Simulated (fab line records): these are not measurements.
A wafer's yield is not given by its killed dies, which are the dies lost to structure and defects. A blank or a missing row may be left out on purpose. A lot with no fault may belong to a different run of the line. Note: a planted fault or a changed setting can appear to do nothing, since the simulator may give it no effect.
Struck lot and sound lot, side by side + flow gf180mcu + 15 out of 602 route steps
Sound: wafers L329.4, L329.5, L329.6. Wafers L335.2, L335.3, L335.4 were the ones struck. The cause comes at the end.
Order at every step that has rows: each side's tool, ch and its chambers, its first start. Under that, the readings that differ: sound wafers + struck wafers + difference of the means + sigmas: that difference in standard deviations of wafers without a fault.
alike: same words and numbers on both sides, and readings whose means sit less than 2 such deviations apart. not compared: any withheld reading, any reading some wafer has no value for, any bound like >300 that may hide the same value, and any number with overlapping values for which the record gives no deviation.
The two part at a step that has a row with sigmas, a row that says differs or no value, or rows on one side only. Non-overlapping numbers with no deviation appear without sigmas and do not part them. A reading missing from all wafers of one side parts the sides only when that side holds two or more wafers.

GF_VT_IMPLANT_RS_MEAS_49: a four-point-probe measurement.
  struck on film_metro-01, day 9 17:26; sound on film_metro-02, day 8 03:45
  alike: MVPSD_RS
then, 4 steps without rows for these wafers: GF_VT_IMPLANT_WET_ETCH_50 (etches SiO2 in dHF, target depth 20 nm, time 400 s); GF_DUAL_GATE_CLEAN_00 (cleans in SC1/SC2, time 150 s); GF_DUAL_GATE_CLEAN_01 (cleans in dHF, time 20 s); GF_DUAL_GATE_OXIDATION_02 (stabilise 600 s, purge 300 s, target thk 10.887 nm).
GF_DUAL_GATE_THK_MEAS_03:
  struck on film_metro-03, day 9 19:42; sound on film_metro-01, day 8 10:36
  alike: DUAL_GATE_OXIDATION_00_THK
then, 6 steps without rows for these wafers: GF_DUAL_GATE_DEHYDRATE_04 (time 60 s); GF_DUAL_GATE_HMDS_05 (prime time 60 s); GF_DUAL_GATE_COAT_06 (resist thk 1000 nm); GF_DUAL_GATE_SOFTBAKE_07 (time 60 s); GF_DUAL_GATE_EXPOSE_08 (exposes mask Dualgate, target cd 700 nm); GF_DUAL_GATE_PEB_09.
GF_DUAL_GATE_DEVELOP_10: develop time 60 s.
  sound on litho_track-03 ch 0, day 9 02:11; struck on litho_track-02 ch 0, day 10 11:40
| reading              | sound             | struck            | difference | sigmas |
|----------------------|-------------------|-------------------|------------|--------|
| developer_temp_C (C) | 23.06 23.07 22.88 | 25.38 25.33 25.34 | +2.35      | +23    |
GF_DUAL_GATE_OVL_MEAS_11:
  struck on overlay-01, day 10 11:47; sound on overlay-02, day 9 02:16
  alike: DUAL_GATE_OVL
GF_PASSIVATION_PROBE_99:
  rows exist in the record for the sound wafers here (prober-02, day 30 02:28), none for the struck ones

## WHERE THEY PART
At GF_DUAL_GATE_DEVELOP_10 first; at GF_PASSIVATION_PROBE_99 last (within this record only).

WHY: whatever the simulator had introduced
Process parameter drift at GF_DUAL_GATE_DEVELOP_10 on litho_track-02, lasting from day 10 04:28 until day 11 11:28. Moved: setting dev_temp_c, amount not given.
